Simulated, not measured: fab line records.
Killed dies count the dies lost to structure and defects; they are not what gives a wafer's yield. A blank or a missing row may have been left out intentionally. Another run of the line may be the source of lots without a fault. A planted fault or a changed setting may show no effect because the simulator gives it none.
fab line records ; flow gf180mcu
[record] lots = 15; wafers = 43; last-day = 34
route steps=602 shown HV_LDD@209
lots with no fault: from the same line, run without faults
start-h: hours from the record's opening day to when the first of the lot's shown wafers began ; wait-h: hours from the lot's prior step to this one ; " repeats the value in the row above ; L1.1+2: a row that stands for several wafers ; - value missing, or start not given ; * or withheld: withheld ; < > ~ a bound
route shown NAME@n: NAME is a module with steps in the file, n the number in the route of the first one ; usual: mean/standard deviation of fault-free wafers ; same: alike in all rows ; chamber/n: place in a boat ; sites: readings site by site ; _std_site: standard deviation across them ; _edge_site: outer sites' mean less inner sites' ; radius-mm: for every site, how far away it sits from the centre of the wafer ; mask NAME#n: copy n ; behind: the last tool/chamber to shape the wafer ; hold: why the lot was held/for how many hours/how that ended ; device: whichever transistor did not switch (one of n, p or np) ; end of line: at the end of the route, the tests of the same wafers ; a step with no rows: only its recipe ; killed: dies lost to structure and defects at the first sort, not the wafer's yield ; map: shows each die of a wafer: x if killed, . if not, _ if none is there
set.NAME: the setting the step ran with; set.NAME@STEP: the setting that earlier step ran with ; model.NAME: the simulator's own value behind a step, which no gauge read
one table for each step of the route and one row for each wafer, over a sample of lots
services: a tool's chamber out of use, with start hour (start-h, from the record's first day; less than 0 if before it), hours out, and reason
[[steps]]
[step GF_HV_LDD_IMPLANT_33]
[recipe] species = P; energy-kev = 60; dose-cm2 = 7.5e+12; tilt-deg = 30; rotation-deg = 0
[usual] beam-on-s = 9.97/0.19
lot.wafer;tool;chamber;start-h;wait-h;beam-on-s
L317.1;implanter-01;0;254.67;0.0;10.03
L317.5;implanter-01;0;254.67;0.0;9.87
L317.6;implanter-01;0;254.67;0.0;9.80
L318.1;implanter-03;0;264.92;0.0;10.36
L318.2;implanter-03;0;264.92;0.0;10.31
L318.5;implanter-03;0;264.92;0.0;10.13
L319.1;implanter-03;0;270.39;0.0;9.94
L319.3;implanter-03;0;270.39;0.0;10.24
L319.5;implanter-03;0;270.39;0.0;9.78
L320.2;implanter-01;0;280.36;0.0;9.83
L320.3;implanter-01;0;280.36;0.0;9.87
L320.6;implanter-01;0;280.36;0.0;10.21
L321.1;implanter-02;0;285.19;0.0;10.15
L321.3;implanter-02;0;285.19;0.0;9.99
L321.6;implanter-02;0;285.19;0.0;10.00
L326.3;implanter-01;0;329.02;0.1;10.36
L326.6;implanter-01;0;329.02;0.1;9.88
L327.1;implanter-01;0;333.74;0.0;10.00
L327.6;implanter-01;0;333.74;0.0;9.77
L328.3;implanter-01;0;343.34;0.1;9.97
L328.5;implanter-01;0;343.34;0.1;9.83
L328.6;implanter-01;0;343.34;0.1;10.08
L334.3;implanter-02;0;388.07;0.1;9.89
L334.5;implanter-02;0;388.07;0.1;10.38
L334.6;implanter-02;0;388.07;0.1;10.07
L335.1;implanter-02;0;405.37;0.0;9.77
L335.2;implanter-02;0;405.37;0.0;9.85
L335.6;implanter-02;0;405.37;0.0;9.99
L336.2;implanter-03;0;407.17;0.0;9.76
L336.5;implanter-03;0;407.17;0.0;10.02
L336.6;implanter-03;0;407.17;0.0;9.50
L337.3;implanter-03;0;414.24;0.1;9.83
L337.4;implanter-03;0;414.24;0.1;9.92
L337.6;implanter-03;0;414.24;0.1;9.92
L339.1;implanter-03;0;428.52;0.0;10.12
L339.4;implanter-03;0;428.52;0.0;9.59
L339.5;implanter-03;0;428.52;0.0;10.25
L338.2;implanter-02;0;431.41;0.0;10.03
L338.3;implanter-02;0;431.41;0.0;9.86
L338.6;implanter-02;0;431.41;0.0;10.05
L340.1;implanter-02;0;438.79;0.0;9.57
L340.4;implanter-02;0;438.79;0.0;9.93
L340.6;implanter-02;0;438.79;0.0;10.09
[step GF_HV_LDD_TW_MEAS_38]
[usual] HV_LDD_3_TW = 1446/18
lot.wafer;tool;chamber;start-h;wait-h;HV_LDD_3_TW
L317.1;film-metro-01;-;255.37;0.1;1474
L317.5;film-metro-01;-;255.37;0.1;1475
L317.6;film-metro-01;-;255.37;0.1;1468
L318.1;film-metro-01;-;265.62;0.1;1477
L318.2;film-metro-01;-;265.62;0.1;1470
L318.5;film-metro-01;-;265.62;0.1;1469
L319.1;film-metro-03;-;271.09;0.1;1417
L319.3;film-metro-03;-;271.09;0.1;1422
L319.5;film-metro-03;-;271.09;0.1;1414
L320.2;film-metro-04;-;281.05;0.1;1431
L320.3;film-metro-04;-;281.05;0.1;1421
L320.6;film-metro-04;-;281.05;0.1;1425
L321.1;film-metro-01;-;285.89;0.1;1478
L321.3;film-metro-01;-;285.89;0.1;1476
L321.6;film-metro-01;-;285.89;0.1;1470
L326.3;film-metro-04;-;329.69;0.1;1436
L326.6;film-metro-04;-;329.69;0.1;1418
L327.1;film-metro-01;-;334.44;0.1;1464
L327.6;film-metro-01;-;334.44;0.1;1444
L328.3;film-metro-01;-;344.01;0.1;1466
L328.5;film-metro-01;-;344.01;0.1;1452
L328.6;film-metro-01;-;344.01;0.1;1447
L334.3;film-metro-03;-;388.74;0.1;1430
L334.5;film-metro-03;-;388.74;0.1;1432
L334.6;film-metro-03;-;388.74;0.1;1433
L335.1;film-metro-04;-;406.07;0.1;1429
L335.2;film-metro-04;-;406.07;0.1;1427
L335.6;film-metro-04;-;406.07;0.1;1435
L336.2;film-metro-01;-;407.85;0.1;1468
L336.5;film-metro-01;-;407.85;0.1;1476
L336.6;film-metro-01;-;407.85;0.1;1470
L337.3;film-metro-03;-;414.91;0.1;1439
L337.4;film-metro-03;-;414.91;0.1;1438
L337.6;film-metro-03;-;414.91;0.1;1431
L339.1;film-metro-03;-;429.22;0.1;1430
L339.4;film-metro-03;-;429.22;0.1;1430
L339.5;film-metro-03;-;429.22;0.1;1434
L338.2;film-metro-04;-;432.10;0.1;1438
L338.3;film-metro-04;-;432.10;0.1;1442
L338.6;film-metro-04;-;432.10;0.1;1446
L340.1;film-metro-04;-;439.49;0.1;1445
L340.4;film-metro-04;-;439.49;0.1;1445
L340.6;film-metro-04;-;439.49;0.1;1445
[step GF_HV_LDD_OVL_MEAS_47]
[usual] HV_LDD_03_OVL = 0.3/1.5
lot.wafer;tool;chamber;start-h;wait-h;HV_LDD_03_OVL[nm]
L317.1;overlay-02;-;274.23;0.1;-1.1
L317.5;overlay-02;-;274.23;0.1;1.2
L317.6;overlay-02;-;274.23;0.1;-0.3
L318.1;overlay-02;-;285.31;0.1;0.6
L318.2;overlay-02;-;285.31;0.1;1.8
L318.5;overlay-02;-;285.31;0.1;2.1
L319.1;overlay-02;-;290.85;0.1;-0.4
L319.3;overlay-02;-;290.85;0.1;-0.7
L319.5;overlay-02;-;290.85;0.1;-0.9
L320.2;overlay-01;-;301.41;0.1;0.1
L320.3;overlay-01;-;301.41;0.1;0.6
L320.6;overlay-01;-;301.41;0.1;0.7
L321.1;overlay-02;-;306.33;0.1;0.8
L321.3;overlay-02;-;306.33;0.1;-1.5
L321.6;overlay-02;-;306.33;0.1;-1.0
L326.3;overlay-01;-;351.56;0.1;0.7
L326.6;overlay-01;-;351.56;0.1;-0.6
L327.1;overlay-01;-;355.85;0.1;-1.6
L327.6;overlay-01;-;355.85;0.1;-0.7
L328.3;overlay-02;-;365.46;0.1;0.1
L328.5;overlay-02;-;365.46;0.1;-1.9
L328.6;overlay-02;-;365.46;0.1;-0.6
L334.3;overlay-02;-;411.56;0.1;1.8
L334.5;overlay-02;-;411.56;0.1;-0.3
L334.6;overlay-02;-;411.56;0.1;1.3
L335.1;overlay-02;-;430.31;0.1;0.2
L335.2;overlay-02;-;430.31;0.1;2.2
L335.6;overlay-02;-;430.31;0.1;-1.5
L336.2;overlay-02;-;431.61;0.1;2.0
L336.5;overlay-02;-;431.61;0.1;-1.6
L336.6;overlay-02;-;431.61;0.1;1.6
L337.3;overlay-01;-;439.54;0.1;-0.1
L337.4;overlay-01;-;439.54;0.1;0.2
L337.6;overlay-01;-;439.54;0.1;-0.2
L339.1;overlay-02;-;453.60;0.1;0.6
L339.4;overlay-02;-;453.60;0.1;1.2
L339.5;overlay-02;-;453.60;0.1;0.1
L338.2;overlay-01;-;456.39;0.1;-0.7
L338.3;overlay-01;-;456.39;0.1;-0.4
L338.6;overlay-01;-;456.39;0.1;-1.3
L340.1;overlay-02;-;463.50;0.1;0.9
L340.4;overlay-02;-;463.50;0.1;0.6
L340.6;overlay-02;-;463.50;0.1;0.2
[step GF_HV_LDD_RTA_52]
[recipe] temp-c = 1000; time-s = 10; ambient = N2
[usual] chamber-o2-ppm = 1.998/0.023; lamp-power-pct = 37.7/0.91; wafer_temp_C_max = 1004.9/0.94
lot.wafer;tool;chamber;start-h;wait-h;chamber-o2-ppm;lamp-power-pct;wafer_temp_C_max
L317.1;rtp-anneal-01;0;274.63;0.0;1.984;38.5;1005.9
L317.5;rtp-anneal-01;0;274.63;0.0;1.979;38.5;1005.3
L317.6;rtp-anneal-01;0;274.63;0.0;1.993;38.5;1003.9
L318.1;rtp-anneal-01;0;285.70;0.0;1.999;38.6;1004.2
L318.2;rtp-anneal-01;0;285.70;0.0;1.995;38.5;1004.4
L318.5;rtp-anneal-01;0;285.70;0.0;1.981;38.5;1004.5
L319.1;rtp-anneal-02;0;291.25;0.0;1.971;36.7;1004.4
L319.3;rtp-anneal-02;0;291.25;0.0;1.984;36.7;1005.0
L319.5;rtp-anneal-02;0;291.25;0.0;1.994;36.7;1003.1
L320.2;rtp-anneal-01;0;301.81;0.0;2.024;38.5;1005.3
L320.3;rtp-anneal-01;0;301.81;0.0;1.985;38.6;1005.8
L320.6;rtp-anneal-01;0;301.81;0.0;2.036;38.5;1005.7
L321.1;rtp-anneal-02;0;306.73;0.0;1.968;36.7;1004.2
L321.3;rtp-anneal-02;0;306.73;0.0;1.962;36.7;1004.0
L321.6;rtp-anneal-02;0;306.73;0.0;1.987;36.8;1004.4
L326.3;rtp-anneal-01;0;351.97;0.0;1.999;38.6;1005.1
L326.6;rtp-anneal-01;0;351.97;0.0;1.982;38.5;1006.2
L327.1;rtp-anneal-02;0;356.30;0.0;1.974;36.8;1005.4
L327.6;rtp-anneal-02;0;356.30;0.0;2.003;36.7;1005.9
L328.3;rtp-anneal-01;0;365.87;0.0;1.982;38.5;1004.6
L328.5;rtp-anneal-01;0;365.87;0.0;2.015;38.6;1004.3
L328.6;rtp-anneal-01;0;365.87;0.0;2.017;38.6;1006.1
L334.3;rtp-anneal-02;0;411.97;0.0;1.996;36.7;1003.2
L334.5;rtp-anneal-02;0;411.97;0.0;2.015;36.8;1005.3
L334.6;rtp-anneal-02;0;411.97;0.0;1.989;36.7;1005.0
L335.1;rtp-anneal-02;0;430.70;0.0;2.004;36.8;1004.8
L335.2;rtp-anneal-02;0;430.70;0.0;2.018;36.7;1005.2
L335.6;rtp-anneal-02;0;430.70;0.0;1.982;36.8;1005.6
L336.2;rtp-anneal-01;0;432.02;0.0;2.009;38.5;1003.6
L336.5;rtp-anneal-01;0;432.02;0.0;2.005;38.5;1004.6
L336.6;rtp-anneal-01;0;432.02;0.0;1.996;38.5;1003.9
L337.3;rtp-anneal-01;0;439.95;0.0;2.002;38.6;1004.1
L337.4;rtp-anneal-01;0;439.95;0.0;1.982;38.5;1005.1
L337.6;rtp-anneal-01;0;439.95;0.0;2.013;38.5;1004.5
L339.1;rtp-anneal-01;0;454.00;0.0;1.986;38.5;1004.8
L339.4;rtp-anneal-01;0;454.00;0.0;1.959;38.6;1004.5
L339.5;rtp-anneal-01;0;454.00;0.0;2.044;38.5;1004.1
L338.2;rtp-anneal-02;0;456.79;0.0;2.000;36.7;1005.0
L338.3;rtp-anneal-02;0;456.79;0.0;2.007;36.7;1006.4
L338.6;rtp-anneal-02;0;456.79;0.0;2.004;36.7;1004.9
L340.1;rtp-anneal-01;0;463.90;0.0;2.015;38.6;1006.3
L340.4;rtp-anneal-01;0;463.90;0.0;2.018;38.6;1003.7
L340.6;rtp-anneal-01;0;463.90;0.0;1.975;38.5;1005.4
[step GF_HV_LDD_RS_MEAS_53]
[recipe] thk-meas-gauge = four-point-probe
[usual] HV_LDD_RS = 418.2/0.94
lot.wafer;tool;chamber;start-h;wait-h;HV_LDD_RS[ohm/sq]
L317.1;film-metro-01;-;274.70;0.1;417.3
L317.5;film-metro-01;-;274.70;0.1;417.7
L317.6;film-metro-01;-;274.70;0.1;418.5
L318.1;film-metro-03;-;285.77;0.1;418.8
L318.2;film-metro-03;-;285.77;0.1;419.4
L318.5;film-metro-03;-;285.77;0.1;417.4
L319.1;film-metro-01;-;291.32;0.1;419.5
L319.3;film-metro-01;-;291.32;0.1;419.3
L319.5;film-metro-01;-;291.32;0.1;420.5
L320.2;film-metro-01;-;301.89;0.1;417.5
L320.3;film-metro-01;-;301.89;0.1;419.1
L320.6;film-metro-01;-;301.89;0.1;416.9
L321.1;film-metro-01;-;306.80;0.1;417.5
L321.3;film-metro-01;-;306.80;0.1;417.0
L321.6;film-metro-01;-;306.80;0.1;417.1
L326.3;film-metro-01;-;352.05;0.1;418.4
L326.6;film-metro-01;-;352.05;0.1;421.1
L327.1;film-metro-01;-;356.36;0.1;417.7
L327.6;film-metro-01;-;356.36;0.1;421.6
L328.3;film-metro-04;-;365.95;0.1;418.2
L328.5;film-metro-04;-;365.95;0.1;420.7
L328.6;film-metro-04;-;365.95;0.1;420.8
L334.3;film-metro-01;-;412.06;0.1;417.8
L334.5;film-metro-01;-;412.06;0.1;419.0
L334.6;film-metro-01;-;412.06;0.1;419.1
L335.1;film-metro-03;-;430.77;0.1;418.8
L335.2;film-metro-03;-;430.77;0.1;419.1
L335.6;film-metro-03;-;430.77;0.1;418.4
L336.2;film-metro-03;-;432.16;0.1;418.1
L336.5;film-metro-03;-;432.16;0.1;419.4
L336.6;film-metro-03;-;432.16;0.1;418.7
L337.3;film-metro-03;-;440.03;0.1;419.4
L337.4;film-metro-03;-;440.03;0.1;419.1
L337.6;film-metro-03;-;440.03;0.1;417.7
L339.1;film-metro-03;-;454.06;0.1;419.2
L339.4;film-metro-03;-;454.06;0.1;418.9
L339.5;film-metro-03;-;454.06;0.1;419.0
L338.2;film-metro-04;-;456.86;0.1;417.7
L338.3;film-metro-04;-;456.86;0.1;417.6
L338.6;film-metro-04;-;456.86;0.1;418.2
L340.1;film-metro-04;-;463.96;0.1;416.9
L340.4;film-metro-04;-;463.96;0.1;418.9
L340.6;film-metro-04;-;463.96;0.1;417.4
[[services]]
tool;chamber;start-h;hours;kind
rtp-anneal-01;-;252.18;3.5;pm
implanter-02;-;273.05;2.9;repair
implanter-01;-;294.65;1.4;repair
implanter-03;-;306.77;3.1;repair
implanter-02;-;333.12;19.7;pm
implanter-03;-;429.82;4.9;repair
implanter-03;-;430.38;5.1;repair
rtp-anneal-02;-;438.49;3.6;pm
[[key]]
[first-sign] step = GF_HV_LDD_RS_MEAS_53; reading = HV_LDD_RS; direction = up; sigmas = 3.1; usual = 418.2; struck = 421.0
effect none on later readings
met-at GF_HV_LDD_IMPLANT_33
struck-lots L326,L327,L328
struck-wafers L326.6,L327.6,L328.5,L328.6
sort-left-out L326.6,L327.6
tester-left-out L326,L327,L328
not-acting-at GF_HV_LDD_TW_MEAS_38,GF_HV_LDD_OVL_MEAS_47,GF_HV_LDD_RTA_52
onset-between 280.36 329.02
[fault] kind = process-parameter-drift; tool = implanter-01; chamber = -; onset-h = 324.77; steps = GF_HV_LDD_IMPLANT_33; channel = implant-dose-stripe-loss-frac; offset = 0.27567; shape = step; end-h = 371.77; scope = struck-wafers-only
// tester-left-out: of these lots the tester's yield and bins aren't shown, on N5 and GAA mostly nor the transistor test; their killed dies are dies lost to structure and defects alone, not to doping, threshold or leakage, so they don't give the yield
// sort-left-out: the simulated sort isn't trusted on such a fault, so these wafers' sort isn't shown, and their yield isn't known
